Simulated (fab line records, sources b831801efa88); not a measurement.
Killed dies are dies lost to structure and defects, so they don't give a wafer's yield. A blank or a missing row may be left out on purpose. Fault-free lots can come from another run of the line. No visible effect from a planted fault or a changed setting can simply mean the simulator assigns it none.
The tool behind it: which one? | flow sky130 | 11 lots, 32 wafers sampled, at 2 steps of a route of 708

WHAT EACH GAUGE READ, for each wafer
SKY_VIA4_BOW_MEAS_03.
lot  | measured     | on            | VIA4_BOW (um)
L318 | day 42 07:24 | film metro-02 | 78 79 85
L319 | day 42 14:04 | film metro-03 | 75 69 68
L320 | day 43 01:10 | film metro-02 | 81 89 77
L325 | day 44 11:26 | film metro-01 | 84 88
L326 | day 44 16:32 | film metro-02 | 82 74 74
L327 | day 45 06:56 | film metro-01 | 90 86 79
L333 | day 46 14:55 | film metro-03 | 75 82 81
L335 | day 46 22:39 | film metro-01 | 60 79 72
L337 | day 47 11:17 | film metro-02 | 82 83 77
L339 | day 47 22:05 | film metro-01 | 87 96 79
L340 | day 48 04:13 | film metro-02 | 86 72 74

SKY_METAL5_RS_MEAS_05: measures by four-point-probe.
lot  | measured     | on            | METAL5_ALCU_RS (ohm/sq)
L318 | day 43 08:06 | film metro-01 | 0.0274 0.0273 0.0277
L319 | day 43 15:01 | film metro-02 | 0.0270 0.0271 0.0276
L320 | day 44 01:38 | film metro-04 | 0.0277 0.0272 0.0275
L325 | day 45 11:00 | film metro-02 | 0.0270 0.0269
L326 | day 45 16:18 | film metro-02 | 0.0273 0.0272 0.0273
L327 | day 46 06:19 | film metro-02 | 0.0267 0.0272 0.0270
L333 | day 47 12:56 | film metro-04 | 0.0270 0.0270 0.0273
L335 | day 47 21:58 | film metro-02 | 0.0267 0.0268 0.0259
L337 | day 48 07:32 | film metro-02 | 0.0264 0.0274 0.0264
L339 | day 48 18:28 | film metro-01 | 0.0269 0.0268 0.0267
L340 | day 49 01:04 | film metro-04 | 0.0275 0.0269 0.0270

WHAT TOOL EACH LOT RAN ON (gives the tool, then ch and the chambers of the sampled wafers, and finally the start)
Before these readings, the record contains no process step.

WHAT THE TOOLS THEMSELVES READ (means of the sampled wafers that have a number; where no wafer has one, the mark that the record gives instead)
The record holds no such reading with a usual standard deviation.

THE ANSWER, worked out from the rows above alone
Rule: the lots themselves supply what counts as usual. The widest of any qualifying gaps counts: lots, ordered by their means at a reading, are off when they make up no more than a third of the lots, leave a main group of 4 or more, and stand apart from it by 3 or more times the standard deviation of that group's means. The tables above print the reading to a certain number of digits; a main group whose means all agree to those digits is not used. Also off: a lot with no number at a reading for which 4 or more lots have one. Any other lot the step has rows for is counted as sound. Order of review: gauges by route order, followed by the tools' own readings, for which a lot's mean as printed above is used. At the first step where some lot is off, the reading lying furthest off is the one used; lots without a number count as furthest.
No lot is off on any of the readings shown, so nothing can be concluded from this.

WHAT HAD BEEN PUT IN BY THE SIMULATOR
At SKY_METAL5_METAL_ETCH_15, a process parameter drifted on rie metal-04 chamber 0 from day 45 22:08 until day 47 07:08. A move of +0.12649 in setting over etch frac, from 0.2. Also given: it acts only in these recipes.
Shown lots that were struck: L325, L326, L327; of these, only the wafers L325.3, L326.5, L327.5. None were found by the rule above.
